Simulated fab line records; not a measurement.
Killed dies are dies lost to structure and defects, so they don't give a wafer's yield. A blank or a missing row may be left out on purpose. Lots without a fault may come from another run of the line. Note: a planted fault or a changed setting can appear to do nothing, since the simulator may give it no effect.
Split-lot experiment / flow sfq_line / 23 wafers read from 5 lots, route of 325 steps

## THE SPLIT ITSELF
At SFQ_TRILAYER_JJ_TRILAYER_DEP_SPUTTER_109 (material Nb, target thk 150 nm, time 100 s), the setting time_s was moved away from the recipe's 100 s on 4 of the 23 wafers read, by -13.8% to -13.1%. This setting was run at the recipe's value on the other wafers.

The reading comes from the split's own step.

## THE READING
Nb_of_TRILAYER_JJ_TRILAYER_DEP_SPUTTER_109.thk_nm (the simulator's own value, which no gauge read), in nm, at SFQ_TRILAYER_JJ_TRILAYER_DEP_SPUTTER_109 (material Nb, target thk 150 nm, time 100 s). The file does not state a usual value for it. The 19 wafers here that ran the recipe average 149.2 nm, standard deviation 1.2 nm.

wafer=L076.1; tool, chamber at the split=pvd_sputter-05, -; time_s as run, s=100; against the recipe=recipe; Nb_of_TRILAYER_JJ_TRILAYER_DEP_SPUTTER_109.thk_nm, nm=151.3; against lot-mates on the recipe=-
wafer=L076.2; tool, chamber at the split=pvd_sputter-05, -; time_s as run, s=100; against the recipe=recipe; Nb_of_TRILAYER_JJ_TRILAYER_DEP_SPUTTER_109.thk_nm, nm=150.2; against lot-mates on the recipe=-
wafer=L076.4; tool, chamber at the split=pvd_sputter-05, -; time_s as run, s=100; against the recipe=recipe; Nb_of_TRILAYER_JJ_TRILAYER_DEP_SPUTTER_109.thk_nm, nm=149; against lot-mates on the recipe=-
wafer=L076.5; tool, chamber at the split=pvd_sputter-05, -; time_s as run, s=100; against the recipe=recipe; Nb_of_TRILAYER_JJ_TRILAYER_DEP_SPUTTER_109.thk_nm, nm=150.1; against lot-mates on the recipe=-
wafer=L076.6; tool, chamber at the split=pvd_sputter-05, -; time_s as run, s=100; against the recipe=recipe; Nb_of_TRILAYER_JJ_TRILAYER_DEP_SPUTTER_109.thk_nm, nm=150.3; against lot-mates on the recipe=-
wafer=L078.1; tool, chamber at the split=pvd_sputter-04, -; time_s as run, s=100; against the recipe=recipe; Nb_of_TRILAYER_JJ_TRILAYER_DEP_SPUTTER_109.thk_nm, nm=150.4; against lot-mates on the recipe=-
wafer=L078.2; tool, chamber at the split=pvd_sputter-04, -; time_s as run, s=100; against the recipe=recipe; Nb_of_TRILAYER_JJ_TRILAYER_DEP_SPUTTER_109.thk_nm, nm=149; against lot-mates on the recipe=-
wafer=L078.3; tool, chamber at the split=pvd_sputter-04, -; time_s as run, s=86.21; against the recipe=-13.8%; Nb_of_TRILAYER_JJ_TRILAYER_DEP_SPUTTER_109.thk_nm, nm=129.1; against lot-mates on the recipe=-20.7
wafer=L078.4; tool, chamber at the split=pvd_sputter-04, -; time_s as run, s=86.21; against the recipe=-13.8%; Nb_of_TRILAYER_JJ_TRILAYER_DEP_SPUTTER_109.thk_nm, nm=127.9; against lot-mates on the recipe=-21.9
wafer=L078.5; tool, chamber at the split=pvd_sputter-04, -; time_s as run, s=100; against the recipe=recipe; Nb_of_TRILAYER_JJ_TRILAYER_DEP_SPUTTER_109.thk_nm, nm=150.1; against lot-mates on the recipe=-
wafer=L079.1; tool, chamber at the split=pvd_sputter-05, -; time_s as run, s=100; against the recipe=recipe; Nb_of_TRILAYER_JJ_TRILAYER_DEP_SPUTTER_109.thk_nm, nm=148.8; against lot-mates on the recipe=-
wafer=L079.2; tool, chamber at the split=pvd_sputter-05, -; time_s as run, s=100; against the recipe=recipe; Nb_of_TRILAYER_JJ_TRILAYER_DEP_SPUTTER_109.thk_nm, nm=147.9; against lot-mates on the recipe=-
wafer=L079.3; tool, chamber at the split=pvd_sputter-05, -; time_s as run, s=100; against the recipe=recipe; Nb_of_TRILAYER_JJ_TRILAYER_DEP_SPUTTER_109.thk_nm, nm=146.6; against lot-mates on the recipe=-
wafer=L079.4; tool, chamber at the split=pvd_sputter-05, -; time_s as run, s=100; against the recipe=recipe; Nb_of_TRILAYER_JJ_TRILAYER_DEP_SPUTTER_109.thk_nm, nm=147.5; against lot-mates on the recipe=-
wafer=L079.5; tool, chamber at the split=pvd_sputter-05, -; time_s as run, s=100; against the recipe=recipe; Nb_of_TRILAYER_JJ_TRILAYER_DEP_SPUTTER_109.thk_nm, nm=147.4; against lot-mates on the recipe=-
wafer=L080.2; tool, chamber at the split=pvd_sputter-06, -; time_s as run, s=100; against the recipe=recipe; Nb_of_TRILAYER_JJ_TRILAYER_DEP_SPUTTER_109.thk_nm, nm=149.3; against lot-mates on the recipe=-
wafer=L080.3; tool, chamber at the split=pvd_sputter-06, -; time_s as run, s=100; against the recipe=recipe; Nb_of_TRILAYER_JJ_TRILAYER_DEP_SPUTTER_109.thk_nm, nm=150.4; against lot-mates on the recipe=-
wafer=L080.6; tool, chamber at the split=pvd_sputter-06, -; time_s as run, s=100; against the recipe=recipe; Nb_of_TRILAYER_JJ_TRILAYER_DEP_SPUTTER_109.thk_nm, nm=149.6; against lot-mates on the recipe=-
wafer=L081.1; tool, chamber at the split=pvd_sputter-04, -; time_s as run, s=100; against the recipe=recipe; Nb_of_TRILAYER_JJ_TRILAYER_DEP_SPUTTER_109.thk_nm, nm=150; against lot-mates on the recipe=-
wafer=L081.2; tool, chamber at the split=pvd_sputter-04, -; time_s as run, s=86.91; against the recipe=-13.1%; Nb_of_TRILAYER_JJ_TRILAYER_DEP_SPUTTER_109.thk_nm, nm=128.6; against lot-mates on the recipe=-20.3
wafer=L081.3; tool, chamber at the split=pvd_sputter-04, -; time_s as run, s=100; against the recipe=recipe; Nb_of_TRILAYER_JJ_TRILAYER_DEP_SPUTTER_109.thk_nm, nm=148.4; against lot-mates on the recipe=-
wafer=L081.4; tool, chamber at the split=pvd_sputter-04, -; time_s as run, s=100; against the recipe=recipe; Nb_of_TRILAYER_JJ_TRILAYER_DEP_SPUTTER_109.thk_nm, nm=148.4; against lot-mates on the recipe=-
wafer=L081.6; tool, chamber at the split=pvd_sputter-04, -; time_s as run, s=86.91; against the recipe=-13.1%; Nb_of_TRILAYER_JJ_TRILAYER_DEP_SPUTTER_109.thk_nm, nm=128.5; against lot-mates on the recipe=-20.4

FIT RESULTS
A straight line over all 23 wafers: Nb_of_TRILAYER_JJ_TRILAYER_DEP_SPUTTER_109.thk_nm changes by +1.54 nm for each +1% of time_s; r = +0.99; the points scatter about the line by 1.2 nm.
The same after taking each lot's own level away (the mean of its wafers on the recipe; 23 wafers): +1.55 nm for each +1%; r = +1.00; scatter 0.67 nm.
That fit puts the effect of the largest move of time_s on the reading at 21 nm.
The span of the lots' own levels, 147.64 to 150.18 nm, comes to 2.1 times the standard deviation stated above.
So the lot-to-lot level changes the slope little: the two slopes agree.
Check: -21.6 nm against its lot-mates is what the line predicts for one of the wafers moved furthest among these (-13.8%) when that wafer is left out of the fit. It came out at -20.7 nm against them.

## OTHER SPLITS APPLIED TO THESE WAFERS
Other splits were also applied to these wafers ahead of the reading. Each is held against what the fit with the lots' levels taken away leaves over:
other split on the same wafers=SFQ_TRILAYER_I1_VIA_LITHO_COAT_049 spin_rpm; wafers away from the commonest value=6; r with Nb_of_TRILAYER_JJ_TRILAYER_DEP_SPUTTER_109.thk_nm (lot level and that fit taken away)=-0.08
other split on the same wafers=SFQ_TRILAYER_I1_VIA_BARC_OPEN_VIA_ETCH_071 source_w; wafers away from the commonest value=9; r with Nb_of_TRILAYER_JJ_TRILAYER_DEP_SPUTTER_109.thk_nm (lot level and that fit taken away)=+0.13
other split on the same wafers=SFQ_TRILAYER_M2_LITHO_EXPOSE_058 dose_mj; wafers away from the commonest value=10; r with Nb_of_TRILAYER_JJ_TRILAYER_DEP_SPUTTER_109.thk_nm (lot level and that fit taken away)=+0.06
other split on the same wafers=SFQ_TRILAYER_M2_BARC_OPEN_METAL_ETCH_077 bias_w; wafers away from the commonest value=7; r with Nb_of_TRILAYER_JJ_TRILAYER_DEP_SPUTTER_109.thk_nm (lot level and that fit taken away)=+0.37
other split on the same wafers=SFQ_TRILAYER_I2_VIA_LITHO_COAT_067 spin_rpm; wafers away from the commonest value=7; r with Nb_of_TRILAYER_JJ_TRILAYER_DEP_SPUTTER_109.thk_nm (lot level and that fit taken away)=+0.03
other split on the same wafers=SFQ_TRILAYER_M3_LITHO_COAT_080 resist_thk_nm; wafers away from the commonest value=7; r with Nb_of_TRILAYER_JJ_TRILAYER_DEP_SPUTTER_109.thk_nm (lot level and that fit taken away)=+0.04
other split on the same wafers=SFQ_TRILAYER_I3_VIA_LITHO_EXPOSE_086 dose_mj; wafers away from the commonest value=5; r with Nb_of_TRILAYER_JJ_TRILAYER_DEP_SPUTTER_109.thk_nm (lot level and that fit taken away)=+0.22
other split on the same wafers=SFQ_TRILAYER_I3_VIA_ETCH_VIA_ETCH_088 bias_w; wafers away from the commonest value=11; r with Nb_of_TRILAYER_JJ_TRILAYER_DEP_SPUTTER_109.thk_nm (lot level and that fit taken away)=+0.10
other split on the same wafers=SFQ_TRILAYER_M4_LITHO_COAT_098 spin_rpm; wafers away from the commonest value=9; r with Nb_of_TRILAYER_JJ_TRILAYER_DEP_SPUTTER_109.thk_nm (lot level and that fit taken away)=-0.06
other split on the same wafers=SFQ_TRILAYER_M4_BARC_OPEN_METAL_ETCH_123 time_s; wafers away from the commonest value=7; r with Nb_of_TRILAYER_JJ_TRILAYER_DEP_SPUTTER_109.thk_nm (lot level and that fit taken away)=+0.24
other split on the same wafers=SFQ_TRILAYER_I4_VIA_LITHO_COAT_103 resist_thk_nm; wafers away from the commonest value=8; r with Nb_of_TRILAYER_JJ_TRILAYER_DEP_SPUTTER_109.thk_nm (lot level and that fit taken away)=-0.29

## THE FILE'S OWN FIT
Nb_of_TRILAYER_JJ_TRILAYER_DEP_SPUTTER_109.thk_nm changes by +1.55 nm for each +1% of time_s, r = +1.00.
